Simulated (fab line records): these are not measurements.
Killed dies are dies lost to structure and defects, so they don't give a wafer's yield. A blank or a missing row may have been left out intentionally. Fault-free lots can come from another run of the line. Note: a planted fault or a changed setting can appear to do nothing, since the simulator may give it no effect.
Code-filled problem report in 8D (eight disciplines) form ; flow sky130 ; the parts of the form that need people (team, actions taken, sign-off) are left out

## 1. PROBLEM STATEMENT
At SKY_VT_ADJUST_HVTP_IMPLANT_09, beam energy keV averages 159.89 over 6 wafers from 2 lots, while fault-free wafers read 150.01, standard deviation 0.044. So: +99 or more standard deviations from the usual mean.
The first sign was on wafer L258.1 at day 9 04:02, on implanter-02. At this step, 39 wafers from 13 lots have a number in the record. The rule behind "out" and "out of limits": a value lying over 4 standard deviations away from the usual mean. The other wafers with a number count as sound.

## 2. WHAT THIS IS AND IS NOT
question;is;is not
which readings at this step;beam energy keV;-
which lots;L258, L259;L247, L248, L249, L250, L252, L260, L261, L262, L265, L266, L267
which wafers of those lots;all that have a number;-
read on which tools;implanter-02;implanter-01, implanter-04
when;from day 9 04:02;"up to then (15 sound wafers); but 18 sound wafers of L260, L261, L262, L265, L266, L267 came after"

## 3. SUSPECTS, AND WHAT RULES EACH OUT
Counting: a tool at any process step up to the reading remains a suspect when it ran all the lots that are out and ran no sound lot after the first of those.
- implanter-02 at SKY_VT_ADJUST_HVTP_IMPLANT_09: kept. It ran every lot that is out, first L258 (day 9 04:02), and no sound lot after that; its last sound lot up to then is L252 (day 7 17:47). On those wafers its own readings are out: beam energy keV.
Remaining after the count: implanter-02 at SKY_VT_ADJUST_HVTP_IMPLANT_09.

## 4. THE CAUSE (what the simulator had put in)
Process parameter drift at SKY_VT_ADJUST_HVTP_IMPLANT_09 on implanter-02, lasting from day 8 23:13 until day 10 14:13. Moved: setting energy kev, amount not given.
The count eliminated every tool but this one.

## 5. SEQUENCE OF EFFECTS, ordered by route
Rows list readings where the struck wafers' mean (over those with a number) sits beyond 3 standard deviations from the usual. Readings are gone through only where the record gives a usual standard deviation; hours: the median, over the lots, of the time from a lot's start at the first step in this table giving one to that lot's start at this step; sigmas: the change measured in usual standard deviations.
hours;step;reading;usual;on struck wafers;change;sigmas
0;SKY_VT_ADJUST_HVTP_IMPLANT_09;beam energy keV;150.01;159.89;+9.88;+99 or more
Process steps it contains:
- SKY_VT_ADJUST_HVTP_IMPLANT_09
Later measuring or inspecting steps at which every struck wafer that the step has a row for has a number for every such reading, and none has moved that far: SKY_LDD_P_TW_MEAS_11.

## 6. WHAT WOULD HAVE CAUGHT IT SOONER
The fault began at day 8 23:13; the first out-of-limits reading in this record came at day 9 04:02, 5 hours later.
